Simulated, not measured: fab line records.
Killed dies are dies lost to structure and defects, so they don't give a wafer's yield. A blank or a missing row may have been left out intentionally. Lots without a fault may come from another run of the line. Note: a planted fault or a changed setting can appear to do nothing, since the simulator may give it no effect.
A lot that was struck, set against a sound lot | flow sky130 | 15 out of 708 route steps
Sound: wafers L417.2, L417.3, L417.4. Wafers struck: L427.3, L427.4, L427.5. The cause comes at the end.
At each step with rows: each side's tool, then ch and its chambers, then its first start. Under that, the readings that differ: sound wafers | struck wafers | difference of the means | sigmas: that difference in standard deviations of wafers without a fault.
alike: readings whose means differ by less than 2 such deviations, and words and numbers that are the same on both sides. not compared: withheld readings, readings that some wafer has no value for, bounds like >300 that may hide the same value, and numbers for which the record gives no deviation and whose values overlap.
The two part at a step that has a row with sigmas, a row that says differs or no value, or rows on one side only. When numbers do not overlap yet have no deviation, they are printed without sigmas and do not part them. A reading missing from all wafers of one side parts the sides only when that side holds two or more wafers.

first, 2 steps without rows for these wafers: SKY_GATE_OXIDE_CLEAN_00 (cleans in SC1/SC2, time 150 s); SKY_GATE_OXIDE_OXIDATION_01 (stabilise 600 s, purge 300 s, target thk 10.268 nm).
SKY_GATE_OXIDE_THK_MEAS_02:
  sound on film-metro-01, day 13 09:29; struck on film-metro-03, day 17 00:31
  alike: GATE_OXIDE_OXIDATION_00_THK
then, 7 steps without rows for these wafers: SKY_GATE_OXIDE_DEHYDRATE_03 (time 60 s); SKY_GATE_OXIDE_HMDS_04 (prime time 60 s); SKY_GATE_OXIDE_COAT_05 (resist thk 1140 nm); SKY_GATE_OXIDE_SOFTBAKE_06 (time 60 s); SKY_GATE_OXIDE_EXPOSE_07 (exposes mask LVOM, target cd 600 nm); SKY_GATE_OXIDE_PEB_08; SKY_GATE_OXIDE_DEVELOP_09 (develop time 60 s).
SKY_GATE_OXIDE_OVL_MEAS_10:
  sound on overlay-01, day 14 11:08; struck on overlay-02, day 18 05:42
  reading             | sound        | struck         | difference | sigmas
  GATE_OXIDE_OVL (nm) | 0.2 0.9 -0.3 | -2.3 -2.3 -3.4 | -2.9       | -2
following that, these wafers have no rows for 1 step: SKY_GATE_OXIDE_IMPLANT_11.
SKY_GATE_OXIDE_WET_ETCH_12: etches SiO2 in dHF, target depth 16.8 nm, time 336 s.
  sound on wet-bench-03 ch 1, day 14 11:19; struck on wet-bench-03 ch 2, day 18 05:52
  reading          | sound       | struck      | difference | sigmas
  run-length-s (s) | 361 361 361 | 343 343 343 | -18        | -5
SKY_GATE_OXIDE_STRIP_13: strips in O2/N2.
  sound on plasma-asher-04 ch 0,1, day 14 11:25; struck on plasma-asher-02 ch 0,1, day 18 06:01
  alike: drypump-motor-current-A, o2-flow-sccm, oes-product-au, strip-time-to-endpoint-s
  not compared: rf-hours-counter-h
SKY_PAD_OPEN_PROBE_99:
  sound wafers here have rows in the record (prober-01, day 46 16:57); struck ones have none

== WHERE THEY PART ==
First at SKY_GATE_OXIDE_OVL_MEAS_10; last, within this record, at SKY_PAD_OPEN_PROBE_99.

WHY: the cause the simulator had injected
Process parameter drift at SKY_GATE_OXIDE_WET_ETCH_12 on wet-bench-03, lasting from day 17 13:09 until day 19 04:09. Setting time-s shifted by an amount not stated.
